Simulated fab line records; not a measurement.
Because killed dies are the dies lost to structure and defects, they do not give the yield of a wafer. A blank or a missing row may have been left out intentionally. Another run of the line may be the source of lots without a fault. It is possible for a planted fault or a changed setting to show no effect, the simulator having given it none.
fab line records    flow sky130
record lots=6  wafers=18  lastDay=50
route steps=708 shown SONOS_ONO@181 GATE_OXIDE@187 PAD_OPEN@708
lots untouched by any fault: they come from a run of this same line in which no faults occurred
startH: start of the lot's first displayed wafer, in hours after the record's first day    waitH: hours from the lot's prior step to this one    " as in the row above    L1.1+2: one row covering several wafers at once    - either no value or no given start    * or withheld: withheld    < > ~ a bound
route shown NAME@n: NAME is a module with steps in the file, n the number in the route of the first one    usual: mean and standard deviation over wafers with no fault    same: alike in all rows    chamber/n: place in a boat    sites: per-site readings    _std_site: standard deviation of those values    _edge_site: mean of outer sites minus mean of inner sites    radiusMm: how far each site lies from the wafer's centre    mask NAME#n: copy n    behind: the last tool/chamber to shape the wafer    hold: the reason the lot was held/the length of the hold in hours/how it ended    device: the transistor (n, p or np) that didn't switch    end of line: the route-end tests of the same wafers    for a step that has no rows: nothing shown but its recipe    killed: the dies lost at the first sort to structure and to defects; this is not the yield of the wafer    map: a wafer's dies, x killed, . not, _ none there
set.NAME: the run value of the setting; set.NAME@STEP: its run value at that earlier step    model.NAME: the simulator's own value behind a step, which no gauge read
lots at selected steps of the route; one table per step, one row per wafer
services: a tool's chamber out of use, with start hour (startH, from the record's first day; less than 0 if before it), hours out, and reason
## steps
# step SKY_SONOS_ONO_CD_MEAS_13
# recipe targetCdNm=410
# usual cdNm=409.3/2.1
lot.wafer  tool      chamber  startH  waitH  cdNm
L485.3     cdSem-02  -        297.75  0.1    405.8
L485.5     "         -        "       "      405.7
L485.6     "         -        "       "      406.2
L491.4     cdSem-02  -        356.71  0.1    407.4
L491.5     "         -        "       "      410.4
L491.6     "         -        "       "      409.9
L493.1     cdSem-01  -        370.80  0.1    407.9
L493.3     "         -        "       "      407.2
L493.6     "         -        "       "      408.1
L495.1     cdSem-02  -        384.10  0.1    410.2
L495.4     "         -        "       "      411.4
L495.6     "         -        "       "      411.3
L498.1     cdSem-02  -        408.45  0.1    408.6
L498.3     "         -        "       "      408.2
L498.5     "         -        "       "      408.6
L505.2     cdSem-01  -        477.98  0.1    408.2
L505.4     "         -        "       "      409.5
L505.6     "         -        "       "      406.9
# step SKY_SONOS_ONO_OVL_MEAS_14
# usual SONOS_ONO_OVL=1.7/1.4
lot.wafer  tool        chamber  startH  waitH  SONOS_ONO_OVL[nm]
L485.3     overlay-01  -        297.85  0.1    -0.1
L485.5     "           -        "       "      0.9
L485.6     "           -        "       "      -1.6
L491.4     overlay-01  -        356.79  0.1    2.2
L491.5     "           -        "       "      2.4
L491.6     "           -        "       "      2.0
L493.1     overlay-01  -        370.92  0.1    1.1
L493.3     "           -        "       "      1.1
L493.6     "           -        "       "      0.0
L495.1     overlay-02  -        384.22  0.1    1.9
L495.4     "           -        "       "      0.9
L495.6     "           -        "       "      -2.1
L498.1     overlay-01  -        408.57  0.1    1.8
L498.3     "           -        "       "      2.6
L498.5     "           -        "       "      0.5
L505.2     overlay-02  -        478.09  0.1    1.9
L505.4     "           -        "       "      1.9
L505.6     "           -        "       "      0.8
# step SKY_SONOS_ONO_ETCH_15
# recipe targetDepthNm=19.52  chemistry=CHF3/O2  sourceW=600  biasW=200  pressureMtorr=40  chf3FlowSccm=50  O2_flow_sccm=5  timeS=7.8
# usual O2_flow_sccm=5.000/0.016  chamberPressureMTorr=40.00/0.035  drypumpMotorCurrentA=5.7/0.47  oesProductAu=1.004/0.0081  rfFwdPowerW=589/3.7  throttleValvePct=8.826/0.0092
lot.wafer  tool        chamber  startH  waitH  O2_flow_sccm  chamberPressureMTorr  drypumpMotorCurrentA  oesProductAu  rfFwdPowerW  rfHoursCounterH  throttleValvePct
L485.3     rieDiel-01  1        297.87  0.0    4.977         39.99                 5.3                   1.000         586          13               8.825
L485.5     "           1        "       "      4.998         39.96                 5.3                   1.018         584          -                8.819
L485.6     "           2        "       "      5.008         40.01                 5.7                   1.008         596          -                8.828
L491.4     rieDiel-03  1        356.81  0.0    5.017         39.98                 4.7                   0.992         584          38               8.822
L491.5     "           2        "       "      4.999         39.95                 6.0                   1.010         589          -                8.837
L491.6     "           3        "       "      5.017         40.00                 5.8                   0.996         586          -                8.820
L493.1     rieDiel-04  0        370.96  0.0    4.977         39.96                 5.9                   0.997         586          103              8.823
L493.3     "           2        "       "      5.002         40.06                 5.2                   0.994         583          23               8.821
L493.6     "           2        "       "      4.991         39.97                 5.3                   0.999         583          -                8.841
L495.1     rieDiel-01  1        384.26  0.0    5.017         40.03                 5.3                   1.012         590          15               8.816
L495.4     "           0        "       "      5.033         40.02                 6.5                   1.001         592          112              8.830
L495.6     "           3        "       "      5.020         40.01                 5.8                   1.006         588          -                8.828
L498.1     rieDiel-04  2        408.61  0.0    4.980         40.00                 5.3                   1.005         583          24               8.832
L498.3     "           3        "       "      5.024         40.05                 6.0                   1.009         591          70               8.830
L498.5     "           2        "       "      4.976         40.07                 5.2                   1.003         582          -                8.808
L505.2     rieDiel-03  2        478.12  0.0    4.997         40.06                 6.0                   1.029         590          15               8.827
L505.4     "           1        "       "      5.022         39.96                 4.7                   1.007         585          41               8.833
L505.6     "           3        "       "      5.015         39.98                 5.9                   1.005         585          -                8.822
# step SKY_SONOS_ONO_WET_ETCH_16
# recipe chemistry=dHF  targetDepthNm=14  dry=n2Spin  target=SiO2  dilution=100:1  tempC=25  timeS=280
# step SKY_SONOS_ONO_STRIP_17
# recipe chemistry=O2/N2  powerW=1400  pressureMtorr=1500  platenTempC=withheld  o2FlowSccm=3000  n2FlowSccm=300  overashFraction=0.5
# usual chamberPressureMTorr=1500.0/1.3  drypumpMotorCurrentA=5.6/0.41  o2FlowSccm=3000/8.5  oesProductAu=0.710/0.0047  stripTimeToEndpointS=14.09/0.038
lot.wafer  tool            chamber  startH  waitH  chamberPressureMTorr  drypumpMotorCurrentA  o2FlowSccm  oesProductAu  rfHoursCounterH  stripTimeToEndpointS
L485.3     plasmaAsher-01  1        298.11  0.0    1499.2                6.0                   2989        0.714         -                14.06
L485.5     "               0        "       "      1502.8                5.2                   3002        0.711         -                14.08
L485.6     "               1        "       "      1499.4                6.0                   2995        0.706         -                14.06
L491.4     plasmaAsher-03  1        356.96  0.0    1501.1                5.4                   3007        0.713         -                14.07
L491.5     "               1        "       "      1501.0                5.3                   3008        0.702         -                14.04
L491.6     "               0        "       "      1499.0                6.1                   2996        0.702         -                14.09
L493.1     plasmaAsher-03  0        371.07  0.0    1498.2                6.1                   2997        0.714         26               14.20
L493.3     "               1        "       "      1500.1                5.4                   2996        0.712         -                14.17
L493.6     "               1        "       "      1500.4                5.4                   2993        0.713         -                14.21
L495.1     plasmaAsher-04  1        384.47  0.0    1499.6                5.0                   3016        0.707         66               14.14
L495.4     "               0        "       "      1501.4                5.6                   3003        0.711         -                14.08
L495.6     "               1        "       "      1499.4                4.9                   2999        0.703         -                14.12
L498.1     plasmaAsher-03  1        408.72  0.0    1499.4                5.3                   3004        0.716         30               14.04
L498.3     "               0        "       "      1501.5                6.1                   2995        0.714         -                14.08
L498.5     "               0        "       "      1501.9                6.1                   2995        0.714         -                14.03
L505.2     plasmaAsher-03  1        478.31  0.0    1500.5                5.4                   2988        0.713         37               14.10
L505.4     "               1        "       "      1497.9                5.4                   2995        0.709         -                14.06
L505.6     "               1        "       "      1501.6                5.4                   2998        0.705         -                14.09
# step SKY_SONOS_ONO_WET_ETCH_18
# recipe chemistry=H3PO4  targetDepthNm=15  target=Si3N4  tempC=160  timeS=172
# step SKY_GATE_OXIDE_CLEAN_00
# recipe chemistry=SC1/SC2  mix=1:4:20  tempC=70  timeS=150  dry=n2Spin
# step SKY_GATE_OXIDE_OXIDATION_01
# recipe tempC=900  ambient=O2  stabiliseS=600  purgeS=300  targetThkA=102.68  oxTimeS=1473
# step SKY_GATE_OXIDE_THK_MEAS_02
# recipe reads=SiO2_of_GATE_OXIDE_OXIDATION_01
# usual GATE_OXIDE_OXIDATION_00_THK=10.34/0.18
lot.wafer  tool          chamber  startH  waitH  GATE_OXIDE_OXIDATION_00_THK[nm]
L485.3     filmMetro-04  -        299.92  0.0    10.27
L485.5     "             -        "       "      10.25
L485.6     "             -        "       "      10.28
L491.4     filmMetro-04  -        359.23  0.0    10.31
L491.5     "             -        "       "      10.39
L491.6     "             -        "       "      10.34
L493.1     filmMetro-04  -        374.51  0.0    10.11
L493.3     "             -        "       "      10.25
L493.6     "             -        "       "      10.34
L495.1     filmMetro-03  -        386.69  0.0    10.63
L495.4     "             -        "       "      10.65
L495.6     "             -        "       "      10.74
L498.1     filmMetro-01  -        410.35  0.0    10.61
L498.3     "             -        "       "      10.45
L498.5     "             -        "       "      10.45
L505.2     filmMetro-04  -        479.99  0.0    10.23
L505.4     "             -        "       "      10.30
L505.6     "             -        "       "      10.30
# step SKY_GATE_OXIDE_DEHYDRATE_03
# recipe tempC=200  timeS=60
# step SKY_GATE_OXIDE_HMDS_04
# recipe primeTimeS=60  primeTempC=120
# step SKY_GATE_OXIDE_COAT_05
# recipe resist=NOVOLAK  spinRpm=3000  resistThkNm=1140
# step SKY_GATE_OXIDE_SOFTBAKE_06
# recipe tempC=90  timeS=60  resist=NOVOLAK
# usual heaterPowerTotalW=56.60/0.041  runLengthS=89.19/0.22
lot.wafer  tool           chamber  startH  waitH  heaterPowerTotalW  runLengthS
L485.3     lithoTrack-03  0        313.15  0.1    56.56              89.23
L485.5     "              0        "       "      56.59              89.46
L485.6     "              0        "       "      56.60              89.20
L491.4     lithoTrack-02  0        373.13  0.1    56.57              89.65
L491.5     "              0        "       "      58.07              84.64
L491.6     "              0        "       "      58.09              84.63
L493.1     lithoTrack-01  0        388.89  0.1    56.62              88.87
L493.3     "              0        "       "      56.56              88.94
L493.6     "              0        "       "      56.56              88.94
L495.1     lithoTrack-02  0        401.11  0.1    56.62              89.35
L495.4     "              0        "       "      56.60              89.45
L495.6     "              0        "       "      58.15              84.58
L498.1     lithoTrack-03  0        425.35  0.1    56.53              89.50
L498.3     "              0        "       "      56.63              89.20
L498.5     "              0        "       "      56.60              89.18
L505.2     lithoTrack-02  0        495.28  0.1    56.55              89.27
L505.4     "              0        "       "      56.60              89.51
L505.6     "              0        "       "      56.61              89.34
# step SKY_GATE_OXIDE_EXPOSE_07
# recipe maskId=LVOM  na=0.6  sourceShape=conventional  sigmaOuter=0.6  polarization=unpolarized  targetCdNm=600  doseMj=170
# step SKY_PAD_OPEN_PROBE_99
# usual killed_at_M0_to_M3=42/7.7  killed_at_M4_up=3.1/1.9  killedAtContacts=24/4.9  killedAtFrontEnd=15/4.6  killedAtOther=0.3/0.51  killedDies=85/9.9  killedOpen=47/7.1  killedShort=38/6.7
# same grossDies=492  killedAtBackSide=0
lot.wafer  tool       chamber  startH   waitH  killed_at_M0_to_M3  killed_at_M4_up  killedAtContacts  killedAtFrontEnd  killedAtOther  killedDies  killedOpen  killedShort
L485.3     prober-02  -        1093.12  0.2    43                  5                26                13                0              87          52          35
L485.5     prober-02  -        1093.22  0.2    49                  3                22                21                0              95          47          46
L485.6     prober-02  -        1093.27  0.2    48                  4                25                13                0              90          58          30
L491.4     prober-02  -        1130.30  0.2    51                  4                26                27                0              108         58          50
L491.5     prober-02  -        1130.35  0.2    47                  3                21                24                1              96          55          40
L491.6     prober-02  -        1130.40  0.2    41                  3                26                19                1              90          48          42
L493.1     prober-02  -        1142.11  0.1    42                  3                15                17                0              77          47          30
L493.3     prober-02  -        1142.21  0.2    44                  3                29                19                1              96          48          47
L493.6     prober-02  -        1142.36  0.2    35                  6                27                8                 0              76          33          43
L498.5     prober-01  -        1166.16  0.2    38                  2                24                11                0              75          40          35
L505.2     prober-02  -        1199.20  0.1    56                  1                26                15                0              98          51          47
L505.4     prober-02  -        1199.30  0.2    42                  2                29                20                1              94          52          42
L505.6     prober-02  -        1199.40  0.2    42                  3                25                9                 0              79          31          48
# killed by level:class
L485.3 CONTACT:geometricParticle:open=13 VIA1:geometricParticle:open=12 LI_CONTACT:geometricParticle:open=8 METAL1:geometricParticle:short=7 METAL2:geometricParticle:short=6 VIA2:geometricParticle:open=5 FIELD_ISO:geometricParticle:open=4 POLY_GATE:geometricParticle:short=4
L485.5 VIA1:geometricParticle:open=14 FIELD_ISO:geometricParticle:short=7 CONTACT:geometricParticle:open=7 VIA1:geometricParticle:short=7 LI_CONTACT:geometricParticle:open=6 VIA2:geometricParticle:open=6 LOCAL_INTERCONNECT:geometricParticle:short=5 METAL2:geometricParticle:short=5
L485.6 VIA1:geometricParticle:open=16 CONTACT:geometricParticle:open=10 LI_CONTACT:geometricParticle:open=9 VIA3:geometricParticle:open=6 METAL2:geometricParticle:short=5 VIA2:geometricParticle:short=5 VIA2:geometricParticle:open=5 FIELD_ISO:geometricParticle:open=4
L491.4 VIA1:geometricParticle:open=11 VIA1:geometricParticle:short=10 LI_CONTACT:geometricParticle:open=9 CONTACT:geometricParticle:open=8 CONTACT:geometricParticle:short=8 METAL2:geometricParticle:short=8 FIELD_ISO:geometricParticle:open=7 FIELD_ISO:geometricParticle:short=7
L491.5 VIA2:geometricParticle:open=10 VIA3:geometricParticle:open=10 FIELD_ISO:geometricParticle:open=7 LI_CONTACT:geometricParticle:open=7 METAL1:geometricParticle:short=7 POLY_GATE:geometricParticle:open=6 VIA2:geometricParticle:short=6 CONTACT:geometricParticle:open=5
L491.6 LI_CONTACT:geometricParticle:open=10 VIA2:geometricParticle:open=10 VIA1:geometricParticle:open=6 CONTACT:geometricParticle:short=6 VIA1:geometricParticle:short=6 POLY_GATE:geometricParticle:short=5 CONTACT:geometricParticle:open=5 VIA3:geometricParticle:open=4
L493.1 VIA3:geometricParticle:open=11 VIA1:geometricParticle:open=8 VIA2:geometricParticle:open=6 FIELD_ISO:geometricParticle:open=4 FIELD_ISO:geometricParticle:short=4 CONTACT:geometricParticle:short=4 METAL2:geometricParticle:short=4 POLY_GATE:geometricParticle:short=3
L493.3 VIA1:geometricParticle:open=10 VIA3:geometricParticle:open=8 CONTACT:geometricParticle:open=7 LI_CONTACT:geometricParticle:short=6 LI_CONTACT:geometricParticle:open=6 CONTACT:geometricParticle:short=6 VIA2:geometricParticle:open=6 FIELD_ISO:geometricParticle:short=5
L493.6 CONTACT:geometricParticle:open=10 VIA1:geometricParticle:short=6 LI_CONTACT:geometricParticle:open=5 CONTACT:geometricParticle:short=5 VIA3:geometricParticle:open=5 METAL2:geometricParticle:short=4 VIA2:geometricParticle:short=4 METAL4:geometricParticle:short=4
L498.5 CONTACT:geometricParticle:open=10 VIA1:geometricParticle:open=8 POLY_GATE:geometricParticle:open=4 LI_CONTACT:geometricParticle:short=4 LOCAL_INTERCONNECT:geometricParticle:open=4 METAL1:geometricParticle:short=4 VIA1:geometricParticle:short=4 METAL2:geometricParticle:short=4
L505.2 VIA1:geometricParticle:open=13 VIA3:geometricParticle:open=9 LOCAL_INTERCONNECT:geometricParticle:short=8 VIA2:geometricParticle:open=7 LI_CONTACT:geometricParticle:open=7 METAL3:geometricParticle:short=6 METAL2:geometricParticle:short=6 FIELD_ISO:geometricParticle:short=5
L505.4 VIA1:geometricParticle:open=13 CONTACT:geometricParticle:open=10 LI_CONTACT:geometricParticle:open=8 FIELD_ISO:geometricParticle:short=7 VIA1:geometricParticle:short=6 FIELD_ISO:geometricParticle:open=4 POLY_GATE:geometricParticle:open=4 METAL1:geometricParticle:short=4
L505.6 CONTACT:geometricParticle:open=10 VIA3:geometricParticle:open=8 METAL1:geometricParticle:short=7 VIA1:geometricParticle:open=7 VIA1:geometricParticle:short=6 VIA2:geometricParticle:short=5 LI_CONTACT:geometricParticle:short=5 LOCAL_INTERCONNECT:geometricParticle:short=5
## services
tool            chamber  startH  hours  kind
rieDiel-04      3        280.18  13.6   repair
rieDiel-04      2        289.62  22.4   repair
plasmaAsher-01  -        295.00  0.5    repair
plasmaAsher-03  -        299.97  2.6    repair
plasmaAsher-03  -        302.06  1.9    repair
plasmaAsher-01  -        332.11  3.9    repair
rieDiel-04      3        357.75  27.4   repair
plasmaAsher-01  -        368.96  1.6    repair
rieDiel-01      0        381.51  2.4    repair
rieDiel-01      0        392.08  -      clean
rieDiel-01      0        392.08  18.6   scheduledDown
rieDiel-01      0        392.08  18.6   ventCycle
rieDiel-04      0        404.01  5.8    repair
rieDiel-04      0        412.70  -      clean
rieDiel-04      0        412.70  17.2   scheduledDown
rieDiel-04      0        412.70  17.2   ventCycle
plasmaAsher-01  -        419.55  4.3    pm
plasmaAsher-01  -        423.88  9.0    pm
plasmaAsher-01  0        423.88  9.0    ventCycle
plasmaAsher-03  -        467.94  1.4    repair
rieDiel-01      0        477.71  14.4   repair
rieDiel-01      1        487.09  4.7    repair
rieDiel-01      3        489.88  6.5    repair
plasmaAsher-01  -        492.53  3.1    repair
## key
firstSign step=SKY_GATE_OXIDE_SOFTBAKE_06  reading=heaterPowerTotalW  direction=up  sigmas=36  usual=*  struck=*
effect step=SKY_GATE_OXIDE_SOFTBAKE_06  reading=runLengthS  direction=down  sigmas=20  usual=*  struck=*
metAt SKY_GATE_OXIDE_SOFTBAKE_06
struckWafers L491.5,L491.6,L495.6
testerLeftOut L491,L495
fault kind=processParameterDrift  tool=lithoTrack-02  chamber=-  onsetH=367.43  steps=SKY_GATE_OXIDE_SOFTBAKE_06  channel=timeS  offset=*  shape=step  endH=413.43  scope=struckWafersOnly  actsIn=*  stated=*
# testerLeftOut: of these lots the tester's yield and bins aren't shown, on N5 and GAA mostly nor the transistor test; their killed dies are dies lost to structure and defects alone, not to doping, threshold or leakage, so they don't give the yield
